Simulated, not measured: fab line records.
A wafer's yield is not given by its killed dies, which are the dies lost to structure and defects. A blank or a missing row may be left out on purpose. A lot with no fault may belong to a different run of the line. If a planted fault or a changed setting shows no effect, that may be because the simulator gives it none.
Problem report in the 8D (eight disciplines) form, filled by code + flow gf180mcu + the parts of the form that need people (team, actions taken, sign-off) are left out

1. WHAT IS WRONG
Wafers with no fault read 2500.0 W with a standard deviation of 0.46, whereas cathode_dc_power_W at GF_V3_SPUTTER_21 reads a mean of 2973.8 W on 1 wafer of 1 lot. So: +99 or more standard deviations from the usual mean.
The step: material Ti, target thk 15 nm, time 80.02 s.
Seen first at day 27 11:11 on pvd_sputter-03, wafer L655.5. Wafers with a number at this step in the record: 39, from 13 lots. By rule, "out" or "out of limits" means more than 4 standard deviations away from the usual mean. The other wafers with a number count as sound.

2. WHAT THIS IS AND IS NOT
| question                    | is                 | is not                                                                                 |
|-----------------------------|--------------------|----------------------------------------------------------------------------------------|
| which readings at this step | cathode_dc_power_W | throttle_valve_pct                                                                     |
| which lots                  | L655               | L641, L642, L643, L644, L645, L648, L649, L650, L656, L661, L662, L663                 |
| which wafers of those lots  | L655.5             | L655.1, L655.2                                                                         |
| read on which tools         | pvd_sputter-03     | pvd_sputter-02, pvd_sputter-04                                                         |
| when                        | from day 27 11:11  | up to then (26 sound wafers); but 12 sound wafers of L656, L661, L662, L663 came after |

3. WHAT RULES OUT EACH SUSPECT
Counting: a tool at a process step up to the reading stays a suspect if it ran every lot that is out. Sound lots after the first of them don't rule it out here, since some wafers of a struck lot are sound.
- pvd_sputter-03 at GF_M3_SPUTTER_01 (material TiN, target thk 30 nm, time 25 s): kept. It processed L655, the lot that is out, at day 25 16:31, and its most recent sound lot before then was L650 at day 23 23:13.
- pvd_sputter-03 at GF_V3_SPUTTER_21 (material Ti, target thk 15 nm, time 80.02 s): kept. It processed L655, the lot that is out, at day 27 11:11, and its most recent sound lot before then was L648 at day 25 05:43. Out on those wafers are its own readings of cathode_dc_power_W.
After counting, pvd_sputter-03 at GF_M3_SPUTTER_01 and pvd_sputter-03 at GF_V3_SPUTTER_21 remain.

4. THE CAUSE (what the simulator had put in)
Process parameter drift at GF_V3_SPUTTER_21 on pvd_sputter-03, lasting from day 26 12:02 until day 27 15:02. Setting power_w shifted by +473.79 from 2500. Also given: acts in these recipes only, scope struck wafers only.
This tool is one of the 2 suspects left after counting.

5. THE CHAIN OF EFFECTS, in route order
Each row: a reading whose mean over the struck wafers that have a number lies more than 3 standard deviations from the usual. Only readings for which the record gives a usual standard deviation are gone through. hours: the time from each lot's start at the first step in this table that gives one to its start at this step, as a median over the lots. sigmas: the change in usual standard deviations.
| hours | step                    | reading            | usual    | on struck wafers | change | sigmas      |
|-------|-------------------------|--------------------|----------|------------------|--------|-------------|
| 0     | GF_V3_SPUTTER_21        | cathode_dc_power_W | 2500.0 W | 2973.8           | +473.8 | +99 or more |
| 136   | GF_PASSIVATION_PROBE_99 | killed_at_other    | 0.0      | 1.0              | +1.0   | +4.5        |
The process steps in it:
- GF_V3_SPUTTER_21: material Ti, target thk 15 nm, time 80.02 s.
- GF_PASSIVATION_PROBE_99

6. HOW IT WOULD HAVE BEEN CAUGHT EARLIER
The fault began at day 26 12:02; the first out-of-limits reading in this record came at day 27 11:11, 23 hours later.
